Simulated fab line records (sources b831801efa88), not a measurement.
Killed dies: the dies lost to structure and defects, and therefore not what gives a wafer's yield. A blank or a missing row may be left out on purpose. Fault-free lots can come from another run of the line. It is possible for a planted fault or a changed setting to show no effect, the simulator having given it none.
Chamber matching | flow sky130 | 4 sister chambers for SKY_VIA4_CMP_02 on cmp-01
The step polishes SiO2. 36 wafers are shown with their chamber, then 12 later ones without.

WAFERS, EACH WITH ITS CHAMBER
wafer  | chamber | motor current A (A) | platen rpm (rpm) | retaining ring pressure frac
L075.1 | 0       | 13.1                | 59.94            | 0.998
L075.5 | 2       | 12.5                | 59.98            | 0.995
L075.6 | 1       | 14.3                | 59.90            | 1.005
L078.1 | 1       | 14.7                | 60.00            | 0.999
L078.2 | 0       | 13.4                | 59.93            | 1.001
L078.3 | 2       | 12.2                | 59.99            | 1.003
L079.1 | 2       | 12.7                | 59.98            | 0.994
L079.2 | 0       | 13.0                | 59.99            | 0.995
L079.5 | 3       | 13.0                | 59.97            | 1.002
L081.1 | 1       | 14.2                | 59.99            | 1.008
L081.3 | 3       | 12.0                | 59.94            | 1.001
L081.6 | 0       | 12.8                | 59.99            | 0.998
L083.2 | 0       | 13.8                | 59.88            | 1.004
L083.4 | 1       | 14.0                | 59.99            | 1.001
L083.6 | 3       | 12.8                | 60.01            | 1.000
L084.1 | 3       | 12.8                | 59.96            | 1.003
L084.4 | 2       | 12.1                | 59.99            | 1.005
L084.6 | 2       | 12.3                | 60.02            | 0.995
L085.3 | 2       | 12.5                | 60.00            | 0.992
L085.5 | 1       | 14.4                | 60.04            | 1.004
L085.6 | 0       | 13.5                | 60.02            | 0.997
L087.2 | 0       | 13.9                | 60.05            | 1.001
L087.5 | 0       | 12.6                | 60.05            | 0.998
L087.6 | 1       | 14.5                | 59.99            | 0.999
L086.1 | 1       | 14.3                | 60.00            | 1.005
L086.3 | 0       | 13.5                | 59.97            | 1.005
L086.5 | 2       | 12.6                | 60.00            | 0.997
L088.2 | 2       | 12.6                | 60.06            | 1.012
L088.3 | 1       | 14.1                | 59.95            | 0.993
L088.6 | 1       | 13.6                | 60.02            | 1.002
L091.2 | 0       | 12.6                | 59.97            | 0.993
L091.4 | 2       | 12.7                | 60.06            | 1.000
L091.5 | 1       | 14.6                | 59.97            | 0.998
L093.1 | 2       | 12.0                | 60.06            | 0.994
L093.2 | 3       | 12.3                | 60.04            | 0.997
L093.4 | 1       | 15.3                | 60.04            | 0.996

SIGNATURES, as means of the wafers listed above
reading                      | chamber 0 | chamber 1 | chamber 2 | chamber 3 | scatter within a chamber
motor current A              | 13.220    | 14.364    | 12.420    | 12.580    | 0.401
platen rpm                   | 59.9790   | 59.9900   | 60.0140   | 59.9840   | 0.0429
retaining ring pressure frac | 0.99900   | 1.00091   | 0.99870   | 1.00060   | 0.00468
Rule: a wafer's distance from a chamber is the root of the sum, over the readings, of the square of ((its reading less the chamber's mean) divided by the reading's scatter). The wafer belongs to the nearest chamber; if the next one is less than 2 further off, it can't be placed. The scatter: the root of (the sum of the squares of (reading less its chamber's mean) over the shown wafers, divided by (wafers less chambers)).

WAFERS WITHOUT THEIR CHAMBER
wafer  | motor current A (A) | platen rpm (rpm) | retaining ring pressure frac
L094.1 | 12.6                | 60.04            | 1.007
L094.2 | 11.8                | 60.02            | 0.990
L094.6 | 13.2                | 60.00            | 0.992
L095.1 | 12.2                | 60.01            | 1.001
L095.2 | 13.2                | 59.95            | 1.004
L095.3 | 13.9                | 59.99            | 1.001
L096.1 | 13.5                | 60.05            | 1.002
L096.2 | 12.7                | 59.98            | 1.000
L096.5 | 12.2                | 60.07            | 1.004
L097.1 | 14.5                | 59.96            | 0.999
L097.5 | 13.7                | 60.04            | 0.997
L097.6 | 14.7                | 60.00            | 1.003

EACH ONE'S CHAMBER
wafer  | from the rows above               | in truth
L094.1 | can't be placed: 3 or 2 or 0      | 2
L094.2 | can't be placed: 2 or 3 or 0      | 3
L094.6 | can't be placed: 0 or 3 or 2 or 1 | 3
L095.1 | can't be placed: 2 or 3 or 0      | 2
L095.2 | can't be placed: 0 or 3 or 2 or 1 | 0
L095.3 | can't be placed: 1 or 0           | 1
L096.1 | can't be placed: 0 or 1 or 3 or 2 | 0
L096.2 | can't be placed: 3 or 2 or 0      | 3
L096.5 | can't be placed: 2 or 3 or 0      | 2
L097.1 | 1                                 | 1
L097.5 | can't be placed: 0 or 1 or 3 or 2 | 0
L097.6 | 1                                 | 1
Placed correctly: 2 of 12. Not placeable from these rows: 10 (in 10, the candidates include the true chamber). Placed wrongly: 0.
